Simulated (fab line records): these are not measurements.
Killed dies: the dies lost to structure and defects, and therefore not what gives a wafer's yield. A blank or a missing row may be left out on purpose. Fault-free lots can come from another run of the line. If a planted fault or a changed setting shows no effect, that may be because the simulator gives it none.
fab line records ; flow sky130
[record] lots = 7; wafers = 21; last_day = 50
route steps=708 shown CAP2M@615 METAL4@621
lots that met no fault: from a run of the same line without faults
start_h: start of the lot's first displayed wafer, in hours after the record's first day ; wait_h: hours elapsed since this lot's preceding step ; " identical to the entry in the row above ; L1.1+2: one row covering several wafers at once ; - no value, or no start was given ; * or withheld: withheld ; < > ~ a bound
route shown NAME@n: names a module that has steps shown in the file, with the first one's number in the route ; usual: the fault-free wafers' mean and standard deviation ; same: alike in all rows ; chamber/n: place in a boat ; sites: readings site by site ; _std_site: standard deviation across them ; _edge_site: outer sites' mean less inner sites' ; radius_mm: for every site, how far away it sits from the centre of the wafer ; mask NAME#n: copy n ; behind: the last tool/chamber to shape the wafer ; hold: reason for holding the lot/hours on hold/outcome of the hold ; device: names the non-switching transistor (n, p or np) ; end of line: at the end of the route, the tests of the same wafers ; for a step that has no rows: nothing shown but its recipe ; killed: at the first sort, the dies lost to defects and structure; wafer yield is something else ; map: shows each die of a wafer: x if killed, . if not, _ if none is there
set.NAME: the run value of the setting; set.NAME@STEP: its run value at that earlier step ; model.NAME: the simulator's own value behind a step, which no gauge read
lots at selected steps of the route; one table per step, one row per wafer
services: a tool's chamber out of use, with start hour (start_h, from the record's first day; less than 0 if before it), hours out, and reason
[[steps]]
[step SKY_CAP2M_OVL_MEAS_12]
[usual] CAP2M_OVL = -0.6/1.2
lot.wafer;tool;chamber;start_h;wait_h;CAP2M_OVL[nm]
L548.1;overlay-02;-;984.16;0.1;-0.6
L548.3;overlay-02;-;984.16;0.1;0.6
L548.4;overlay-02;-;984.16;0.1;-0.1
L553.2;overlay-01;-;1015.57;0.1;-1.8
L553.3;overlay-01;-;1015.57;0.1;-2.7
L553.6;overlay-01;-;1015.57;0.1;-0.4
L555.1;overlay-02;-;1044.43;0.1;2.6
L555.4;overlay-02;-;1044.43;0.1;1.2
L555.6;overlay-02;-;1044.43;0.1;1.0
L558.1;overlay-02;-;1050.73;0.1;-0.6
L558.2;overlay-02;-;1050.73;0.1;-2.4
L558.6;overlay-02;-;1050.73;0.1;-1.3
L559.2;overlay-02;-;1051.65;0.1;-0.9
L559.5;overlay-02;-;1051.65;0.1;-2.4
L559.6;overlay-02;-;1051.65;0.1;-0.3
L560.3;overlay-01;-;1058.79;0.1;-1.3
L560.4;overlay-01;-;1058.79;0.1;-1.5
L560.5;overlay-01;-;1058.79;0.1;-2.6
L568.1;overlay-01;-;1103.26;0.1;-2.1
L568.5;overlay-01;-;1103.26;0.1;-1.9
L568.6;overlay-01;-;1103.26;0.1;-1.4
[step SKY_CAP2M_METAL_ETCH_13]
[recipe] target_depth_nm = 220; stop_on = SiO2; chemistry = Cl2/BCl3; target = TiN; pressure_mtorr = 10; icp_w = 900; bias_w = 48.5; Cl2_flow_sccm = 60; bcl3_flow_sccm = 30; time_s = 62.9
[usual] bias_w = 48.51/0.16; drypump_motor_current_A = 5.8/0.48; oes_product_au = 0.943/0.0087; throttle_valve_pct = 21.901/0.011
lot.wafer;tool;chamber;start_h;wait_h;bias_w;drypump_motor_current_A;oes_product_au;rf_hours_counter_h;throttle_valve_pct
L548.1;rie_metal-04;1;984.20;0.0;48.38;5.8;0.924;20;21.919
L548.3;rie_metal-04;1;984.20;0.0;48.67;5.8;0.940;-;21.895
L548.4;rie_metal-04;0;984.20;0.0;48.44;5.7;0.936;-;21.894
L553.2;rie_metal-01;1;1015.60;0.0;48.59;6.6;0.922;6;21.914
L553.3;rie_metal-01;1;1015.60;0.0;48.60;6.6;0.931;-;21.905
L553.6;rie_metal-01;1;1015.60;0.0;48.71;6.6;0.921;-;21.897
L555.1;rie_metal-01;0;1044.47;0.0;48.57;5.5;0.945;12;21.880
L555.4;rie_metal-01;1;1044.47;0.0;48.42;6.6;0.955;-;21.891
L555.6;rie_metal-01;1;1044.47;0.0;48.55;6.6;0.949;-;21.899
L558.1;rie_metal-03;1;1050.77;0.0;48.53;5.1;0.942;17;21.888
L558.2;rie_metal-03;0;1050.77;0.0;48.48;5.5;0.945;12;21.908
L558.6;rie_metal-03;1;1050.77;0.0;48.30;5.1;0.940;-;21.899
L559.2;rie_metal-04;0;1051.68;0.0;48.24;5.7;0.957;8;21.893
L559.5;rie_metal-04;0;1051.68;0.0;48.46;5.7;0.950;-;21.899
L559.6;rie_metal-04;1;1051.68;0.0;48.74;5.8;0.934;-;21.898
L560.3;rie_metal-04;1;1058.84;0.0;48.78;5.8;0.936;-;21.916
L560.4;rie_metal-04;0;1058.84;0.0;48.83;5.7;0.925;-;21.921
L560.5;rie_metal-04;0;1058.84;0.0;48.58;5.7;0.936;-;21.921
L568.1;rie_metal-01;0;1103.30;0.0;48.48;5.4;0.932;17;21.896
L568.5;rie_metal-01;0;1103.30;0.0;48.22;5.4;0.932;-;21.889
L568.6;rie_metal-01;1;1103.30;0.0;48.78;6.6;0.936;-;21.922
[step SKY_CAP2M_STRIP_14]
[recipe] chemistry = O2/N2; power_w = 1400; pressure_mtorr = 1500; platen_temp_c = withheld; o2_flow_sccm = 3000; n2_flow_sccm = 300; overash_fraction = 0.5
[usual] drypump_motor_current_A = 5.72/0.3; oes_product_au = 0.711/0.0047; strip_time_to_endpoint_s = 12.62/0.049
[same] overash_fraction = 0.5
lot.wafer;tool;chamber;start_h;wait_h;drypump_motor_current_A;oes_product_au;rf_hours_counter_h;strip_time_to_endpoint_s
L548.1;plasma_asher-03;0;984.27;0.1;5.73;0.709;79;12.68
L548.3;plasma_asher-03;0;984.27;0.1;5.72;0.707;-;12.62
L548.4;plasma_asher-03;1;984.27;0.1;5.80;0.712;-;12.64
L553.2;plasma_asher-04;1;1015.67;0.1;6.35;0.710;120;12.62
L553.3;plasma_asher-04;1;1015.67;0.1;6.35;0.710;-;12.64
L553.6;plasma_asher-04;0;1015.67;0.1;5.75;0.713;-;12.60
L555.1;plasma_asher-04;1;1044.54;0.1;6.34;0.710;123;12.50
L555.4;plasma_asher-04;1;1044.54;0.1;6.35;0.716;-;12.70
L555.6;plasma_asher-04;1;1044.54;0.1;6.32;0.707;-;12.67
L558.1;plasma_asher-03;1;1050.84;0.1;5.82;0.712;86;12.66
L558.2;plasma_asher-03;0;1050.84;0.1;5.69;0.706;86;12.57
L558.6;plasma_asher-03;0;1050.84;0.1;5.73;0.703;-;12.57
L559.2;plasma_asher-04;0;1051.76;0.1;5.78;0.721;124;12.57
L559.5;plasma_asher-04;0;1051.76;0.1;5.75;0.705;-;12.59
L559.6;plasma_asher-04;1;1051.76;0.1;6.34;0.716;-;12.57
L560.3;plasma_asher-01;1;1058.93;0.1;5.41;0.711;-;12.60
L560.4;plasma_asher-01;0;1058.93;0.1;5.48;0.711;-;12.60
L560.5;plasma_asher-01;0;1058.93;0.1;5.50;0.711;-;12.65
L568.1;plasma_asher-03;1;1103.37;0.1;5.84;0.713;91;12.53
L568.5;plasma_asher-03;0;1103.37;0.1;5.70;0.706;-;12.57
L568.6;plasma_asher-03;1;1103.37;0.1;5.83;0.709;-;12.66
[step SKY_CAP2M_STRIP_15]
[recipe] chemistry = post_etch_residue_remover; time_s = 1200; temp_c = 72.5
[step SKY_CAP2M_CLEAN_16]
[recipe] chemistry = IPA; time_s = 180; temp_c = 25
[step SKY_CAP2M_CLEAN_17]
[recipe] chemistry = O3/DIW; dry = n2_spin
[step SKY_METAL4_DEHYDRATE_05]
[recipe] temp_c = 200; time_s = 60
[step SKY_METAL4_HMDS_06]
[recipe] prime_time_s = 60; prime_temp_c = 120
[step SKY_METAL4_COAT_07]
[recipe] resist = BARC; temp_c = withheld; time_s = withheld; spin_rpm = 3000; resist_thk_nm = 60
[step SKY_METAL4_COAT_08]
[recipe] resist = KrF-thick; spin_rpm = 3000; resist_thk_nm = 1140
[step SKY_METAL4_SOFTBAKE_09]
[recipe] temp_c = 100; time_s = 90; resist = KrF-thick
[step SKY_METAL4_EXPOSE_10]
[recipe] mask_id = MM4; na = 0.68; source_shape = annular; sigma_inner = 0.4; sigma_outer = 0.8; target_cd_nm = 300; dose_mj = 28
[step SKY_METAL4_PEB_11]
[recipe] peb_temp_c = withheld; peb_time_s = withheld; resist = KrF-thick
[usual] chill_plate_temp_C = *; exhaust_pa = 45.0/0.86
lot.wafer;tool;chamber;start_h;wait_h;chill_plate_temp_C;exhaust_pa
L548.1;litho_track-04;0;1007;-;*;44.4
L548.3;litho_track-04;0;1007;-;*;44.4
L548.4;litho_track-04;0;1007;-;*;44.1
L553.2;litho_track-03;0;1038;-;*;45.6
L553.3;litho_track-03;0;1038;-;*;46.3
L553.6;litho_track-03;0;1038;-;*;45.5
L555.1;litho_track-01;0;1066;-;*;44.0
L555.4;litho_track-01;0;1067;-;*;43.6
L555.6;litho_track-01;0;1067;-;*;44.9
L558.1;litho_track-01;-;1071;-;-;-
L558.2;litho_track-01;-;1071;-;-;-
L558.6;litho_track-01;-;1072;-;-;-
L559.2;litho_track-01;-;1072;-;-;-
L559.5;litho_track-01;-;1073;-;-;-
L559.6;litho_track-01;-;1073;-;-;-
L560.3;litho_track-04;-;1079;-;-;-
L560.4;litho_track-04;-;1079;-;-;-
L560.5;litho_track-04;-;1079;-;-;-
L568.1;litho_track-01;0;1123;-;*;46.3
L568.5;litho_track-01;0;1123;-;*;45.8
L568.6;litho_track-01;0;1123;-;*;44.6
[step SKY_METAL4_DEVELOP_12]
[recipe] develop_time_s = 60; resist = KrF-thick; dev_temp_c = 21
[[services]]
tool;chamber;start_h;hours;kind
plasma_asher-01;-;971.88;0.8;repair
plasma_asher-04;-;1012.25;2.1;repair
rie_metal-04;0;1019.67;4.6;repair
rie_metal-03;-;1024.43;2.8;pm
plasma_asher-04;-;1055.32;9.0;pm
plasma_asher-04;0;1055.32;9.0;vent_cycle
plasma_asher-04;1;1055.32;9.0;vent_cycle
plasma_asher-04;0;1064.32;-;clean
plasma_asher-04;1;1064.32;-;clean
plasma_asher-04;-;1067.62;1.2;repair
rie_metal-04;1;1078.42;-;clean
rie_metal-04;1;1078.42;14.0;scheduled_down
rie_metal-04;1;1078.42;14.0;vent_cycle
rie_metal-03;-;1078.87;28.1;pm
rie_metal-04;-;1079.31;11.2;repair
plasma_asher-04;-;1084.25;12.1;repair
plasma_asher-04;-;1115.41;0.4;repair
plasma_asher-03;-;1123.07;3.6;repair
[[key]]
[first_sign] step = SKY_METAL4_PEB_11; reading = tool_record; direction = missing
effect none on later readings
met_at SKY_METAL4_PEB_11
struck_wafers L558.1,L558.2,L558.6,L559.2,L559.5,L559.6,L560.3,L560.4,L560.5
later_rows_left_out L558.1,L558.2,L558.6,L559.2,L559.5,L559.6,L560.3,L560.4,L560.5
sort_left_out L558.1,L558.2,L558.6,L559.2,L559.5,L559.6,L560.3,L560.4,L560.5
onset_between 1066 1071
[fault] kind = skipped_step_whole; tool = litho_track-01,litho_track-04; chamber = -; onset_h = 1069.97; steps = SKY_METAL4_PEB_11; scope = struck_lots_only
// sort_left_out: the simulated sort isn't trusted on such a fault, so these wafers' sort isn't shown, and their yield isn't known
// later_rows_left_out: the simulator's readings of these wafers behind a module that went badly wrong aren't trusted and aren't shown, but for the sort
